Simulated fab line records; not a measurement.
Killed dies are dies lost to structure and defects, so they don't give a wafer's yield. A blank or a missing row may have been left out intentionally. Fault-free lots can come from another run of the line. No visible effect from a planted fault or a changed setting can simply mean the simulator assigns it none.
A single fault, viewed from 2 desks | flow gf180mcu | every desk sees just its own numbers, and what lay behind them comes last

== DESK OF THE TOOL OWNER: pvd-sputter-03 ==
At GF_MIM_SPUTTER_09 (material TiN, target thk 35 nm, time 29.2 s) the tool's own readings: per lot run on this tool, the mean of the sampled wafers that have a number. Marked OUT: a lot whose mean sits more than 4 standard deviations from the usual mean, which makes it out of limits; the brackets give that distance.
Columns: A = throttle-valve-pct at GF_MIM_SPUTTER_09, usual 30.6 %
lot  | first seen here | A
L685 | day 27 18:34    | 30.6
L688 | day 28 19:59    | 30.1
L689 | day 28 21:42    | 30.7
Finding of this desk: none of the 3 lots has anything out of limits.

== AT THE METROLOGY DESK ==
What the gauges read, lot by lot, whatever tool the lot ran on: means of the sampled wafers that have a number. Marked OUT: a lot whose mean sits more than 4 standard deviations from the usual mean, which makes it out of limits; the brackets give that distance.
Columns: A = V4_W_RS at GF_V4_RS_MEAS_24, usual 0.328 ohm/sq; B = V4_W_THK at GF_V4_THK_MEAS_25, usual 345 nm; C = MIM_CVD_05_THK at GF_MIM_THK_MEAS_06, usual 41.9 nm; D = MIM_ALCU_RS at GF_MIM_RS_MEAS_10, usual 0.1597 ohm/sq; E = MIM_ALCU_THK at GF_MIM_THK_MEAS_11, usual 199.2 nm; F = cd-nm at GF_M5_CD_MEAS_07, usual 279.8 nm; G = M5_OVL at GF_M5_OVL_MEAS_08, usual -1 nm
lot  | first seen here | A     | B   | C    | D      | E     | F     | G
L676 | day 25 00:53    | 0.330 | 347 | 42.0 | 0.1569 | 202.7 | 279.7 | 6
L685 | day 27 17:43    | 0.327 | 340 | 41.9 | 0.1595 | 199.4 | 280.0 | -7
L688 | day 28 19:07    | 0.331 | 341 | 42.2 | 0.1607 | 199.2 | 279.1 | 7
L689 | day 28 20:52    | 0.328 | 352 | 41.2 | 0.1626 | 196.5 | 280.2 | -3
L696 | day 30 16:16    | 0.329 | 341 | 40.5 | 0.1595 | 199.5 | 278.3 | -4
L698 | day 31 02:38    | 0.326 | 350 | 42.2 | 0.1591 | 198.9 | 279.3 | -7
Finding of this desk: none of the 6 lots has anything out of limits.

== ALL TOGETHER ==
Nothing out of limits was seen by the tool owner's desk.
Metrology desk: nothing out of limits seen.

== WHAT THE SIMULATOR HAD INSERTED ==
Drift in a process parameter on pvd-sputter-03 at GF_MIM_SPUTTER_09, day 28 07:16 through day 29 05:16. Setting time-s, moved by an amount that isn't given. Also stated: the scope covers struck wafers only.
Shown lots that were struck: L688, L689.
